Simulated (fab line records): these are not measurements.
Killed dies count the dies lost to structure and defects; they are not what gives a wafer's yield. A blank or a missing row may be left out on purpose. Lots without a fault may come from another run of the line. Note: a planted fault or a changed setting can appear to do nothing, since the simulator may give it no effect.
Which of the tools did it? | flow sky130 | 14 lots, 42 wafers sampled, at 5 steps of a route of 708

== WHAT EACH GAUGE READ, for each wafer ==
SKY_FIELD_ISO_THK_MEAS_04. Usual: FIELD_ISO_CVD_03_THK typically reads 164.8 nm, with standard deviation 1.3.
lot  | measured    | on            | FIELD_ISO_CVD_03_THK (nm) | flag
L621 | day 2 00:43 | film_metro-03 | 164.4 165.5 165.1         |
L624 | day 2 14:29 | film_metro-03 | 163.3 162.4 163.1         |
L625 | day 2 20:02 | film_metro-03 | 166.3 164.7 167.2         |
L626 | day 3 01:23 | film_metro-02 | 164.8 164.8 164.5         |
L627 | day 3 05:50 | film_metro-03 | 164.7 163.8 164.8         |
L628 | day 3 11:19 | film_metro-03 | 164.8 165.8 164.8         |
L629 | day 3 19:49 | film_metro-04 | 164.5 164.4 164.3         |
L631 | day 4 05:34 | film_metro-03 | 166.5 165.5 164.7         |
L633 | day 4 12:35 | film_metro-03 | 164.0 163.3 163.6         |
L634 | day 4 16:50 | film_metro-03 | 163.6 164.1 162.8         |
L635 | day 4 22:14 | film_metro-02 | 164.2 165.5 164.1         |
L636 | day 5 03:14 | film_metro-04 | 165.6 165.8 166.5         |
L638 | day 5 13:37 | film_metro-04 | 166.7 166.2 165.8         |
L642 | day 6 08:30 | film_metro-04 | 167.0 167.4 167.2         |

SKY_LOCAL_INTERCONNECT_CD_MEAS_11 targets a cd of 170 nm. Usual: cd_nm reads 170.3 nm (standard deviation 1.6).
lot  | measured     | on        | cd_nm (nm)        | flag
L621 | day 31 00:50 | cd_sem-02 | 169.6 171.2 171.4 |
L624 | day 32 10:44 | cd_sem-01 | 169.5 170.4 170.9 |
L625 | day 32 12:56 | cd_sem-02 | 172.4 171.1 171.8 |
L626 | day 33 01:20 | cd_sem-02 | 170.1 171.3 170.7 |
L627 | day 33 07:02 | cd_sem-02 | 172.1 171.1 172.9 |
L628 | day 33 12:04 | cd_sem-01 | 171.4 172.1 171.2 |
L629 | day 33 18:16 | cd_sem-01 | 171.6 172.7 172.5 |
L631 | day 34 11:14 | cd_sem-02 | 171.2 171.6 171.3 |
L633 | day 35 03:43 | cd_sem-01 | 169.3 170.4 170.7 |
L634 | day 35 00:28 | cd_sem-01 | 168.8 170.5 168.9 |
L635 | day 35 15:17 | cd_sem-02 | 171.0 171.6 171.4 |
L636 | day 36 00:17 | cd_sem-01 | 168.2 169.4 170.5 |
L638 | day 36 15:17 | cd_sem-02 | 172.2 172.9 172.8 |
L642 | day 37 19:34 | cd_sem-02 | 168.3 169.3 169.2 |

== WHAT TOOL EACH LOT RAN ON (gives the tool, then ch and the chambers of the sampled wafers, and finally the start) ==
lot  | SKY_NWELL_COAT_18                 | SKY_NWELL_STRIP_25                   | SKY_NWELL_RTA_28
L621 | litho_track-02 ch 0, day 5 10:18  | plasma_asher-01 ch 0,1, day 5 19:19  | rtp_anneal-02 ch 0, day 5 19:32
L624 | litho_track-02 ch 0, day 6 06:58  | plasma_asher-01 ch 0,1, day 6 17:08  | rtp_anneal-01 ch 0, day 6 17:20
L625 | litho_track-02 ch 0, day 6 12:07  | plasma_asher-01 ch 0,1, day 6 21:47  | rtp_anneal-02 ch 0, day 6 22:00
L626 | litho_track-01 ch 0, day 6 18:03  | plasma_asher-01 ch 0,1, day 7 04:16  | rtp_anneal-01 ch 0, day 7 04:28
L627 | litho_track-01 ch 0, day 6 19:36  | plasma_asher-03 ch 0,1, day 7 05:26  | rtp_anneal-01 ch 0, day 7 05:39
L628 | litho_track-01 ch 0, day 7 01:37  | plasma_asher-01 ch 0,1, day 7 11:50  | rtp_anneal-02 ch 0, day 7 12:04
L629 | litho_track-02 ch 0, day 7 10:04  | plasma_asher-01 ch 0,1, day 7 20:02  | rtp_anneal-01 ch 0, day 7 20:16
L631 | litho_track-04 ch 0, day 8 00:27  | plasma_asher-04 ch 0,1, day 8 11:43  | rtp_anneal-01 ch 0, day 8 11:56
L633 | litho_track-01 ch 0, day 8 13:42  | plasma_asher-01 ch 0,1, day 9 00:35  | rtp_anneal-02 ch 0, day 9 00:47
L634 | litho_track-01 ch 0, day 8 12:28  | plasma_asher-01 ch 0,1, day 8 23:25  | rtp_anneal-01 ch 0, day 8 23:38
L635 | litho_track-01 ch 0, day 8 20:30  | plasma_asher-04 ch 0,1, day 9 07:59  | rtp_anneal-01 ch 0, day 9 08:12
L636 | litho_track-04 ch 0, day 9 01:45  | plasma_asher-01 ch 0,1, day 9 12:59  | rtp_anneal-02 ch 0, day 9 13:12
L638 | litho_track-02 ch 0, day 9 16:01  | plasma_asher-04 ch 0,1, day 10 03:20 | rtp_anneal-02 ch 0, day 10 03:32
L642 | litho_track-02 ch 0, day 10 15:36 | plasma_asher-01 ch 0,1, day 11 03:37 | rtp_anneal-02 ch 0, day 11 03:50
- SKY_NWELL_COAT_18: resist thk 3000 nm.
- SKY_NWELL_STRIP_25: strips in O2/N2.
- SKY_NWELL_RTA_28: time 30 s.

== AS READ BY THE TOOLS THEMSELVES (means over the sampled wafers that have a number; for cases with no such wafer, the mark the record gives instead) ==
SKY_NWELL_STRIP_25. Usual: drypump_motor_current_A 5.9 A, standard deviation 0.55; oes_product_au 0.722 a.u., standard deviation 0.0047; strip_time_to_endpoint_s 36.90 s, standard deviation 0.14.
lot  | tool            | drypump_motor_current_A (A) | oes_product_au (a.u.) | strip_time_to_endpoint_s (s) | flag
L621 | plasma_asher-01 | 6.4                         | 0.717                 | 36.72                        |
L624 | plasma_asher-01 | 6.3                         | 0.721                 | 36.73                        |
L625 | plasma_asher-01 | 6.4                         | 0.720                 | 36.79                        |
L626 | plasma_asher-01 | 6.3                         | 0.722                 | 36.98                        |
L627 | plasma_asher-03 | 5.4                         | 0.721                 | 36.93                        |
L628 | plasma_asher-01 | 6.3                         | 0.722                 | 37.09                        |
L629 | plasma_asher-01 | 6.4                         | 0.725                 | 36.87                        |
L631 | plasma_asher-04 | 5.5                         | 0.722                 | 36.91                        |
L633 | plasma_asher-01 | 6.4                         | 0.708                 | 20.71                        | OFF
L634 | plasma_asher-01 | 6.4                         | 0.727                 | 37.11                        |
L635 | plasma_asher-04 | 5.5                         | 0.711                 | 20.78                        | OFF
L636 | plasma_asher-01 | 6.3                         | 0.724                 | 36.83                        |
L638 | plasma_asher-04 | 5.5                         | 0.725                 | 36.70                        |
L642 | plasma_asher-01 | 6.4                         | 0.723                 | 36.93                        |

SKY_NWELL_RTA_28. Usual: lamp_power_pct 25.31 %, standard deviation 0.056; wafer_temp_C_max 1054.9, standard deviation 0.93.
lot  | tool          | lamp_power_pct (%) | wafer_temp_C_max | flag
L621 | rtp_anneal-02 | 25.34              | 1055.8           |
L624 | rtp_anneal-01 | 25.27              | 1054.3           |
L625 | rtp_anneal-02 | 25.32              | 1054.8           |
L626 | rtp_anneal-01 | 25.32              | 1054.6           |
L627 | rtp_anneal-01 | 25.23              | 1055.8           |
L628 | rtp_anneal-02 | 25.30              | 1055.0           |
L629 | rtp_anneal-01 | 25.31              | 1054.4           |
L631 | rtp_anneal-01 | 25.35              | 1054.3           |
L633 | rtp_anneal-02 | 25.22              | 1054.2           |
L634 | rtp_anneal-01 | 25.28              | 1055.3           |
L635 | rtp_anneal-01 | 25.23              | 1054.7           |
L636 | rtp_anneal-02 | 25.38              | 1055.1           |
L638 | rtp_anneal-02 | 25.30              | 1054.0           |
L642 | rtp_anneal-02 | 25.30              | 1054.5           |

== THE ANSWER, worked out from the rows above alone ==
Rule: lot off if the mean of its wafers having a number is beyond 3 standard deviations from the usual mean. A lot without any number at a reading at which 4 lots or more have one is off too. Any other lot the step has rows for is counted as sound. The gauges are gone through in route order, then the tools' own readings, and for those a lot's mean is taken as printed above. The first step at which some lot is off is used, and at that step the reading that is off furthest; a lot without a number counts as furthest.
Off: L633, L635 (SKY_NWELL_STRIP_25, strip_time_to_endpoint_s).
If a tool, at that step or one of the process steps before it, ran each lot that is off and ran no sound lot following the first of them, it fits. One candidate fits, namely litho_track-01 at SKY_NWELL_COAT_18. Its last sound lot is L634 (day 8 12:28), its first lot that is off L633 (day 8 13:42): a fault that began between those two fits.

== WHAT THE SIMULATOR HAD PUT IN ==
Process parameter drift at SKY_NWELL_COAT_18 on litho_track-01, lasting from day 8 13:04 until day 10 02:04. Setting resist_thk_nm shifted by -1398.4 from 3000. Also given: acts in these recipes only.
Shown lots that were struck: L633, L635. This agrees with what the rule above found.
